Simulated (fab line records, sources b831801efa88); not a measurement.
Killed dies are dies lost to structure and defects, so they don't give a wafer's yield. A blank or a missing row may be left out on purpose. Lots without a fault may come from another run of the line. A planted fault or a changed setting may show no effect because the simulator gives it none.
fab line records | flow sky130
record lots=11 wafers=33 last_day=50
route steps=708 shown VIA1@471 METAL2@489 VIA2@522 PAD_OPEN@708
lots that met no fault: from a run of the same line without faults
start_h: hours from the record's first day to the start of the lot's first wafer shown | wait_h: hours since the lot's step before | " the same as in the row above | L1.1+2: a row that stands for several wafers | - no value, or no start given | * or withheld: withheld | < > ~ a bound
route shown NAME@n: a module of which the file shows steps, and the number in the route of the first | usual: mean/standard deviation of fault-free wafers | same: alike in all rows | chamber/n: place in a boat | sites: the reading at each site | _std_site: their standard deviation | _edge_site: outer sites' mean less inner sites' | radius_mm: how far each site lies from the wafer's centre | mask NAME#n: copy n | behind: the tool/chamber that last shaped the wafer | hold: why the lot was held/for how many hours/how that ended | device: the transistor (n, p or np) that didn't switch | end of line: the same wafers' tests at the end of the route | a step without rows: its recipe alone | killed: dies lost to structure and defects at the first sort, not the wafer's yield | map: a wafer's dies, x killed, . not, _ none there
set.NAME: the setting as run; set.NAME@STEP: as run at that earlier step | model.NAME: the simulator's own value behind a step, which no gauge read
steps of the route over a sample of lots; a table a step, a row a wafer
services: from which hour (start_h, from the record's first day; less than 0 if before it) a tool's chamber was out of use, for how many hours, and why
## steps
# step SKY_VIA1_OVL_MEAS_13
# usual VIA1_OVL=1/6.4
# columns lot.wafer tool chamber start_h wait_h VIA1_OVL[nm]
L176.3 overlay-02 - 784.32 0.1 2
L176.5 " - " " 1
L176.6 " - " " 3
L177.3 overlay-01 - 792.06 0.1 -4
L177.5 " - " " -2
L177.6 " - " " -2
L180.1 overlay-02 - 813.89 0.1 -3
L180.4 " - " " -12
L180.5 " - " " -8
L186.1 overlay-01 - 869.15 0.1 4
L186.2 " - " " 9
L186.4 " - " " 13
L187.1 overlay-01 - 870.49 0.1 10
L187.4 " - " " 7
L187.5 " - " " 0
L188.2 overlay-01 - 877.85 0.1 11
L188.4 " - " " 4
L188.5 " - " " 7
L190.1 overlay-02 - 891.61 0.1 1
L190.3 " - " " 4
L190.4 " - " " 10
L192.1 overlay-01 - 907.36 0.1 8
L192.4 " - " " 2
L192.5 " - " " 1
L199.1 overlay-01 - 969.36 0.1 7
L199.2 " - " " 0
L199.4 " - " " 0
L197.1 overlay-01 - 970.84 0.1 -4
L197.3 " - " " -2
L197.6 " - " " 5
L198.2 overlay-02 - 975.66 0.1 5
L198.3 " - " " 5
L198.4 " - " " 0
# step SKY_METAL2_THK_MEAS_06
# recipe thk_meas_gauge=xrf reads=AlCu_of_METAL2_SPUTTER_02
# usual METAL2_ALCU_THK=248/3.6
# columns lot.wafer tool chamber start_h wait_h METAL2_ALCU_THK[nm]
L176.3 film_metro-01 - 786.23 0.1 239
L176.5 " - " " 242
L176.6 " - " " 248
L177.3 film_metro-01 - 793.68 0.1 245
L177.5 " - " " 252
L177.6 " - " " 245
L180.1 film_metro-04 - 815.54 0.1 244
L180.4 " - " " 252
L180.5 " - " " 249
L186.1 film_metro-01 - 870.77 0.1 243
L186.2 " - " " 246
L186.4 " - " " 243
L187.1 film_metro-01 - 872.15 0.1 246
L187.4 " - " " 244
L187.5 " - " " 249
L188.2 film_metro-02 - 879.51 0.1 252
L188.4 " - " " 248
L188.5 " - " " 253
L190.1 film_metro-01 - 893.23 0.1 256
L190.3 " - " " 250
L190.4 " - " " 248
L192.1 film_metro-02 - 908.97 0.1 252
L192.4 " - " " 249
L192.5 " - " " 249
L199.1 film_metro-02 - 970.97 0.1 246
L199.2 " - " " 253
L199.4 " - " " 252
L197.1 film_metro-04 - 972.49 0.1 249
L197.3 " - " " 247
L197.6 " - " " 248
L198.2 film_metro-04 - 977.28 0.1 246
L198.3 " - " " 245
L198.4 " - " " 248
# step SKY_METAL2_DESCUM_17
# recipe chemistry=O2 source_power_w=150 bias_power_w=0 pressure_mtorr=10 temp_c=40 time_s=8
# usual drypump_motor_current_A=6.0/0.49 oes_product_au=1.003/0.011 temp_c=40.02/0.12
# columns lot.wafer tool chamber start_h wait_h drypump_motor_current_A oes_product_au rf_hours_counter_h temp_c
L176.3 rie_metal-02 1 813.00 0.0 6.5 1.022 - 40.05
L176.5 " 1 " " 6.5 1.021 - 39.97
L176.6 " 1 " " 6.5 1.019 - 39.93
L177.3 rie_metal-03 0 819.45 0.0 6.3 0.998 - 40.00
L177.5 " 1 " " 5.8 1.011 - 40.04
L177.6 " 0 " " 6.3 1.000 - 40.01
L180.1 rie_metal-03 1 841.61 0.0 5.8 1.015 2 40.06
L180.4 " 1 " " 5.8 1.012 - 40.10
L180.5 " 1 " " 5.8 1.013 - 40.00
L186.1 rie_metal-03 1 896.46 0.0 5.8 1.034 4 40.00
L186.2 " 0 " " 6.3 0.996 12 39.86
L186.4 " 1 " " 5.8 1.020 - 40.04
L187.1 rie_metal-03 1 897.61 0.0 5.8 1.010 5 39.92
L187.4 " 0 " " 6.3 0.993 - 39.92
L187.5 " 0 " " 6.3 0.996 - 40.15
L188.2 rie_metal-03 0 904.84 0.0 6.3 0.992 13 40.14
L188.4 " 0 " " 6.3 1.000 - 40.29
L188.5 " 0 " " 6.3 0.991 - 40.27
L190.1 rie_metal-03 1 918.48 0.0 5.8 1.012 6 40.00
L190.3 " 0 " " 6.3 0.992 - 39.95
L190.4 " 1 " " 5.8 1.019 - 39.97
L192.1 rie_metal-02 1 934.29 0.0 6.5 0.992 1 39.93
L192.4 " 1 " " 6.5 0.992 - 39.94
L192.5 " 1 " " 6.6 0.993 - 39.88
L199.1 rie_metal-02 1 994.09 0.0 6.5 0.977 4 39.95
L199.2 " 0 " " 6.6 0.989 8 39.87
L199.4 " 0 " " 6.6 0.984 - 39.91
L197.1 rie_metal-03 1 995.86 0.0 5.8 1.021 9 39.91
L197.3 " 1 " " 5.8 1.014 - 39.93
L197.6 " 1 " " 5.8 1.009 - 39.78
L198.2 rie_metal-03 1 1001.51 0.0 5.8 1.019 10 40.15
L198.3 " 0 " " 6.3 0.999 - 39.93
L198.4 " 1 " " 5.8 1.020 - 40.12
# step SKY_VIA2_ETCH_15
# recipe target=SiO2 chemistry=C4F8/O2/Ar target_depth_nm=546 stop_on=TiN mask_material=KrF-thick source_w=1500 bias_w=1200 pressure_mtorr=40 c4f8_flow_sccm=withheld O2_flow_sccm=6 Ar_flow_sccm=300 time_s=84
# usual oes_product_au=0.940/0.0051
# columns lot.wafer tool chamber start_h wait_h oes_product_au rf_hours_counter_h
L176.3 rie_diel-03 0 840.67 0.0 0.936 8
L176.5 " 2 " " 0.934 -
L176.6 " 1 " " 0.932 -
L177.3 rie_diel-03 1 847.43 0.0 0.939 13
L177.5 " 2 " " 0.939 -
L177.6 " 1 " " 0.936 -
L180.1 rie_diel-04 1 869.90 0.0 0.945 22
L180.4 " 2 " " 0.938 18
L180.5 " 0 " " 0.934 -
L186.1 rie_diel-04 1 922.92 0.0 0.940 24
L186.2 " 2 " " 0.951 20
L186.4 " 2 " " 0.942 -
L187.1 rie_diel-04 1 924.22 0.0 0.939 24
L187.4 " 1 " " 0.948 -
L187.5 " 2 " " 0.943 -
L188.2 rie_diel-03 0 930.73 0.0 0.946 11
L188.4 " 3 " " 0.943 11
L188.5 " 3 " " 0.943 -
L190.1 rie_diel-03 0 944.77 0.0 0.953 12
L190.3 " 3 " " 0.929 11
L190.4 " 1 " " 0.940 16
L192.1 rie_diel-03 2 960.93 0.0 0.945 20
L192.4 " 0 " " 0.939 12
L192.5 " 3 " " 0.941 -
L199.1 rie_diel-03 0 1019.15 0.0 0.933 14
L199.2 " 1 " " 0.944 18
L199.4 " 2 " " 0.941 22
L197.1 rie_diel-03 3 1020.08 0.0 0.938 14
L197.3 " 2 " " 0.945 22
L197.6 " 0 " " 0.939 -
L198.2 rie_diel-04 3 1025.90 0.0 0.949 23
L198.3 " 2 " " 0.944 24
L198.4 " 1 " " 0.942 27
# step SKY_VIA2_STRIP_16
# recipe chemistry=O2/N2 power_w=1400 pressure_mtorr=1500 platen_temp_c=withheld o2_flow_sccm=3000 n2_flow_sccm=300 overash_fraction=0.5
# usual drypump_motor_current_A=6.0/0.61 n2_flow_sccm=300.1/0.82 oes_product_au=0.399/0.0043 strip_time_to_endpoint_s=4.05/0.031
# columns lot.wafer tool chamber start_h wait_h drypump_motor_current_A n2_flow_sccm oes_product_au rf_hours_counter_h strip_time_to_endpoint_s
L176.3 plasma_asher-02 1 840.77 0.1 6.5 300.2 0.401 - 4.04
L176.5 " 0 " " 5.2 299.0 0.400 - 4.08
L176.6 " 1 " " 6.5 300.8 0.397 - 4.02
L177.3 plasma_asher-03 1 847.53 0.1 5.5 301.1 0.391 - 4.00
L177.5 " 1 " " 5.5 300.9 0.395 - 4.08
L177.6 " 0 " " 6.7 299.4 0.392 - 4.02
L180.1 plasma_asher-04 1 869.97 0.0 5.4 299.7 0.392 71 4.04
L180.4 " 1 " " 5.3 299.9 0.402 - 4.02
L180.5 " 1 " " 5.3 300.4 0.399 - 3.97
L186.1 plasma_asher-03 1 922.98 0.0 5.5 299.4 0.401 110 4.07
L186.2 " 0 " " 6.7 300.6 0.368 110 3.40
L186.4 " 0 " " 6.7 301.1 0.374 - 3.43
L187.1 plasma_asher-04 1 924.28 0.0 5.3 299.7 0.401 77 4.08
L187.4 " 0 " " 6.5 299.1 0.371 - 3.46
L187.5 " 0 " " 6.5 300.4 0.402 - 4.06
L188.2 plasma_asher-04 1 930.79 0.0 5.4 300.5 0.388 78 4.06
L188.4 " 0 " " 6.5 299.0 0.397 - 4.06
L188.5 " 0 " " 6.5 298.3 0.405 - 4.07
L190.1 plasma_asher-03 1 944.83 0.0 5.5 300.6 0.404 113 4.02
L190.3 " 1 " " 5.5 301.5 0.395 - 4.07
L190.4 " 0 " " 6.7 299.9 0.402 - 4.05
L192.1 plasma_asher-04 0 961.00 0.0 6.5 299.6 0.404 82 4.06
L192.4 " 0 " " 6.5 301.0 0.402 - 4.04
L192.5 " 1 " " 5.3 300.8 0.398 - 4.09
L199.1 plasma_asher-03 1 1019.22 0.0 5.5 299.8 0.400 121 4.03
L199.2 " 0 " " 6.6 300.4 0.392 121 4.01
L199.4 " 0 " " 6.6 298.9 0.400 - 4.04
L197.1 plasma_asher-02 1 1020.15 0.0 6.5 299.7 0.397 54 4.07
L197.3 " 0 " " 5.2 300.3 0.395 - 4.03
L197.6 " 0 " " 5.2 300.9 0.408 - 4.06
L198.2 plasma_asher-04 1 1025.97 0.0 5.3 301.9 0.399 89 4.07
L198.3 " 0 " " 6.5 298.6 0.401 - 4.04
L198.4 " 1 " " 5.3 300.8 0.405 - 4.05
# step SKY_PAD_OPEN_PROBE_99
# usual defect_limited_yield=82.3/2 killed_at_M0_to_M3=43/6.8 killed_at_M4_up=3.2/1.9 killed_at_contacts=24/5 killed_at_front_end=16/4.9 killed_at_other=0.4/0.76 killed_dies=87/10 killed_open=47/7.3 killed_short=39/6.2 sort_bin_3_pad_short=0.9/0.4 sort_bin_5_function=10.5/1.5 sort_bin_6_memory=6.4/1.2 sort_n_pass=405/10 sort_yield_pct=82.3/2
# same gross_dies=492 killed_at_back_side=0 sort_bin_4_leakage[%]=0 sort_bin_8_speed[%]=0
# columns lot.wafer tool chamber start_h wait_h defect_limited_yield[%] killed_at_M0_to_M3 killed_at_M4_up killed_at_contacts killed_at_front_end killed_at_other killed_dies killed_open killed_short sort_bin_3_pad_short[%] sort_bin_5_function[%] sort_bin_6_memory[%] sort_n_pass sort_yield_pct[%]
L190.1 prober-02 - 1151.41 0.1 81.9 40 2 32 15 0 89 50 39 1.0 10.2 6.9 403 81.9
L190.3 prober-02 - 1151.51 0.2 81.9 51 6 20 10 2 89 43 46 1.0 12.6 4.5 403 81.9
L190.4 prober-02 - 1151.56 0.2 82.1 49 3 21 15 0 88 45 43 0.8 11.8 5.3 404 82.1
# killed by level:class
L190.1 VIA1:geometric_particle:open=10 CONTACT:geometric_particle:open=8 LI_CONTACT:geometric_particle:open=7 VIA3:geometric_particle:open=7 LI_CONTACT:geometric_particle:short=6 FIELD_ISO:geometric_particle:short=5 POLY_GATE:geometric_particle:open=5 LOCAL_INTERCONNECT:geometric_particle:short=5
L190.3 VIA1:geometric_particle:open=11 METAL1:geometric_particle:short=8 VIA1:geometric_particle:short=7 LI_CONTACT:geometric_particle:open=6 CONTACT:geometric_particle:open=6 METAL2:geometric_particle:short=6 LOCAL_INTERCONNECT:geometric_particle:short=4 METAL1:geometric_particle:open=4
L190.4 VIA1:geometric_particle:open=9 METAL2:geometric_particle:short=7 CONTACT:geometric_particle:open=7 VIA2:geometric_particle:open=7 VIA1:geometric_particle:short=6 VIA3:geometric_particle:open=5 LI_CONTACT:geometric_particle:open=5 CONTACT:geometric_particle:short=5
## services
# columns tool chamber start_h hours kind
rie_metal-02 0 799.34 - clean
rie_metal-02 0 799.34 23.6 scheduled_down
rie_metal-02 0 799.34 23.6 vent_cycle
rie_metal-03 - 820.65 0.4 repair
plasma_asher-04 - 822.83 26.3 repair
plasma_asher-03 - 823.49 0.8 repair
rie_diel-03 0 828.18 4.8 repair
plasma_asher-04 - 830.65 1.9 repair
plasma_asher-04 - 849.17 2.8 pm
rie_diel-04 2 851.65 6.2 repair
rie_diel-04 - 864.37 2.8 pm
rie_diel-04 0 886.69 42.2 repair
rie_metal-03 0 888.68 1.4 repair
rie_metal-02 1 892.36 - clean
plasma_asher-02 - 899.09 0.3 repair
plasma_asher-03 - 908.79 4.1 repair
rie_diel-03 - 911.26 15.6 pm
plasma_asher-02 - 918.99 50.4 repair
rie_metal-02 0 934.78 5.6 repair
rie_metal-02 1 946.32 1.4 repair
plasma_asher-03 - 950.21 2.2 repair
plasma_asher-02 - 952.40 1.0 repair
rie_diel-04 1 979.75 9.2 repair
rie_metal-03 - 1023.00 19.2 repair
## key
first_sign step=SKY_VIA2_STRIP_16 reading=strip_time_to_endpoint_s direction=down sigmas=20 usual=* struck=*
effect step=SKY_VIA2_STRIP_16 reading=oes_product_au direction=down sigmas=6.4 usual=0.399 struck=0.371
met_at SKY_VIA2_ETCH_15
struck_lots L186,L187
struck_wafers L186.2,L186.4,L187.4
not_acting_at SKY_VIA1_OVL_MEAS_13,SKY_METAL2_THK_MEAS_06,SKY_METAL2_DESCUM_17
onset_between 869.90 922.92
fault kind=process_parameter_drift tool=rie_diel-04 chamber=- onset_h=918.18 steps=SKY_VIA2_ETCH_15 channel=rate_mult offset=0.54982 shape=step end_h=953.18 scope=struck_wafers_only
